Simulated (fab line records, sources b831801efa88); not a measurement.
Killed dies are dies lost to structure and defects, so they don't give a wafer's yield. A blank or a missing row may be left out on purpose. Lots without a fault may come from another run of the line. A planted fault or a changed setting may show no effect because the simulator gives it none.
Split-lot experiment | flow gf180mcu | 5 lots, 23 wafers read, on a route of 602 steps

THE SPLIT
At GF_V2_SPUTTER_22 (material TiN, target thk 10 nm, time 40 s), the setting chamber_pressure_pa was moved away from the recipe's 5 Pa on 15 of the 23 wafers read, by -9.6% to +12.6%. The other wafers ran this setting at the recipe's value.

The reading is taken at the split's own step.

THE READING
TiN_of_V2_SPUTTER_22.thk_nm (the simulator's own value, which no gauge read), in nm, at GF_V2_SPUTTER_22 (material TiN, target thk 10 nm, time 40 s). The file gives no usual value for it. The 8 wafers here that ran the recipe average 9.905 nm, standard deviation 0.071 nm.

wafer  | tool, chamber at the split | chamber_pressure_pa as run, Pa | against the recipe | TiN_of_V2_SPUTTER_22.thk_nm, nm | against lot-mates on the recipe
L076.1 | pvd_sputter-01, -          | 5                              | recipe             | 9.867                           | -
L076.4 | pvd_sputter-01, -          | 5                              | recipe             | 9.996                           | -
L076.5 | pvd_sputter-01, -          | 5                              | recipe             | 9.828                           | -
L077.1 | pvd_sputter-04, -          | 4.52                           | -9.6%              | 11                              | no lot-mate on the recipe
L077.2 | pvd_sputter-04, -          | 4.52                           | -9.6%              | 10.87                           | no lot-mate on the recipe
L077.5 | pvd_sputter-04, -          | 4.52                           | -9.6%              | 10.87                           | no lot-mate on the recipe
L077.3 | pvd_sputter-04, -          | 4.52                           | -9.6%              | 10.81                           | no lot-mate on the recipe
L077.6 | pvd_sputter-04, -          | 4.52                           | -9.6%              | 10.79                           | no lot-mate on the recipe
L081.1 | pvd_sputter-01, -          | 5.631                          | +12.6%             | 8.849                           | no lot-mate on the recipe
L081.2 | pvd_sputter-01, -          | 5.631                          | +12.6%             | 8.861                           | no lot-mate on the recipe
L081.4 | pvd_sputter-01, -          | 5.631                          | +12.6%             | 8.623                           | no lot-mate on the recipe
L081.5 | pvd_sputter-01, -          | 5.631                          | +12.6%             | 8.83                            | no lot-mate on the recipe
L081.6 | pvd_sputter-01, -          | 5.631                          | +12.6%             | 8.781                           | no lot-mate on the recipe
L082.1 | pvd_sputter-04, -          | 5.275                          | +5.5%              | 9.552                           | no lot-mate on the recipe
L082.2 | pvd_sputter-04, -          | 5.275                          | +5.5%              | 9.339                           | no lot-mate on the recipe
L082.3 | pvd_sputter-04, -          | 5.275                          | +5.5%              | 9.6                             | no lot-mate on the recipe
L082.4 | pvd_sputter-04, -          | 5.275                          | +5.5%              | 9.471                           | no lot-mate on the recipe
L082.5 | pvd_sputter-04, -          | 5.275                          | +5.5%              | 9.412                           | no lot-mate on the recipe
L083.1 | pvd_sputter-01, -          | 5                              | recipe             | 9.929                           | -
L083.2 | pvd_sputter-01, -          | 5                              | recipe             | 9.979                           | -
L083.3 | pvd_sputter-01, -          | 5                              | recipe             | 9.9                             | -
L083.4 | pvd_sputter-01, -          | 5                              | recipe             | 9.782                           | -
L083.6 | pvd_sputter-01, -          | 5                              | recipe             | 9.96                            | -

THE FIT
A straight line over all 23 wafers: TiN_of_V2_SPUTTER_22.thk_nm changes by -0.0926 nm for each +1% of chamber_pressure_pa; r = -0.99; the points scatter about the line by 0.091 nm.
Too few moved wafers have a lot-mate on the recipe to fit a line with each lot's own level taken away.

THE FILE'S OWN FIT
TiN_of_V2_SPUTTER_22.thk_nm changes by -0.0926 nm for each +1% of chamber_pressure_pa, r = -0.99.
